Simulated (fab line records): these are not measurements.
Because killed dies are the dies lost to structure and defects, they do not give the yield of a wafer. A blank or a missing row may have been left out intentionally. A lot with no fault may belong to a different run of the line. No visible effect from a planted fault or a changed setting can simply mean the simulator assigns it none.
What tool caused it? | flow gf180mcu | 6 lots, 18 wafers sampled, at 4 steps of a route of 602

WHAT THE GAUGES READ, wafer by wafer
GF_TOP_METAL_OVL_MEAS_15.
lot  | measured     | on         | TOP_METAL_OVL (nm)
L482 | day 28 11:07 | overlay-01 | -1.5 0.7 0.0
L484 | day 29 02:31 | overlay-01 | -2.1 -0.8 -2.2
L489 | day 30 16:40 | overlay-01 | -3.7 -2.6 -4.7
L494 | day 31 22:34 | overlay-02 | 35.6 37.2 34.7
L497 | day 32 20:13 | overlay-02 | -1.6 -1.7 -0.9
L503 | day 34 03:02 | overlay-02 | 1.8 -0.3 0.4

WHAT TOOL EACH LOT RAN ON (gives the tool, then ch and the chambers of the sampled wafers, and finally the start)
lot  | GF_V1_CMP_04                  | GF_V1_ETCH_17                                 | GF_TOP_METAL_EXPOSE_11
L482 | cmp-01 ch 2,3, day 17 12:58   | rie-diel-04 ch 2,3, day 21 20:52 or earlier   | iline-stepper-02 ch 0, day 28 01:29
L484 | cmp-01 ch 0,2,3, day 18 07:55 | rie-diel-03 ch 0,1,3, day 22 14:02 or earlier | iline-stepper-02 ch 0, day 28 17:08
L489 | cmp-02 ch 0,1,3, day 20 07:43 | rie-diel-02 ch 1,2,3, day 24 11:36 or earlier | iline-stepper-02 ch 0, day 30 07:53
L494 | cmp-02 ch 1,2,3, day 22 01:01 | rie-diel-04 ch 0,2,3, day 26 00:01 or earlier | iline-stepper-02 ch 0, day 31 14:26
L497 | cmp-01 ch 0,1,2, day 23 05:52 | rie-diel-03 ch 0,1, day 27 04:08 or earlier   | iline-stepper-01 ch 0, day 32 12:35
L503 | cmp-02 ch 0,1,3, day 25 01:49 | rie-diel-04 ch 1,2,3, day 28 18:18 or earlier | iline-stepper-01 ch 0, day 33 19:23
- GF_V1_CMP_04: polishes SiO2.
- GF_V1_ETCH_17: etches SiO2 in C4F8/O2/Ar, stops on TiN, target depth 630 nm.
- GF_TOP_METAL_EXPOSE_11: exposes mask MetalTop, target cd 440 nm.

THE ANSWER, worked out from the rows above alone
Rule: the lots themselves supply what counts as usual. The widest of any qualifying gaps counts: lots, ordered by their means at a reading, are off when they make up no more than a third of the lots, leave a main group of 4 or more, and stand apart from it by 3 or more times the standard deviation of that group's means. Not used: any main group whose means are identical at the precision the tables above print for the reading. A lot without any number at a reading at which 4 lots or more have one is off too. Any other lot the step has rows for is counted as sound.
Off: at GF_TOP_METAL_OVL_MEAS_15 (TOP_METAL_OVL), L494. Mean -1.3 nm and standard deviation 1.5 in the main group.
If a tool, at a process step before that reading, ran all the lots that are off and no sound lot after the first of them, it fits. Those tools and the gauges at GF_TOP_METAL_OVL_MEAS_15 are tried in the same way. Because GF_V1_ETCH_17 lacks a start for some lots, the hours and order of its lots are taken from GF_V3_BOW_MEAS_05. One fits: GF_TOP_METAL_EXPOSE_11 on iline-stepper-02. Its last sound lot is L489 (day 30 07:53), its first lot that is off L494 (day 31 14:26): a fault that began between those two fits.

WHAT THE SIMULATOR PUT IN
Scanner matching overlay: iline-stepper-02, from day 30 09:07 on, at GF_TOP_METAL_EXPOSE_11. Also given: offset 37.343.
Lots struck among those shown: L494. The same result came from the rule above.
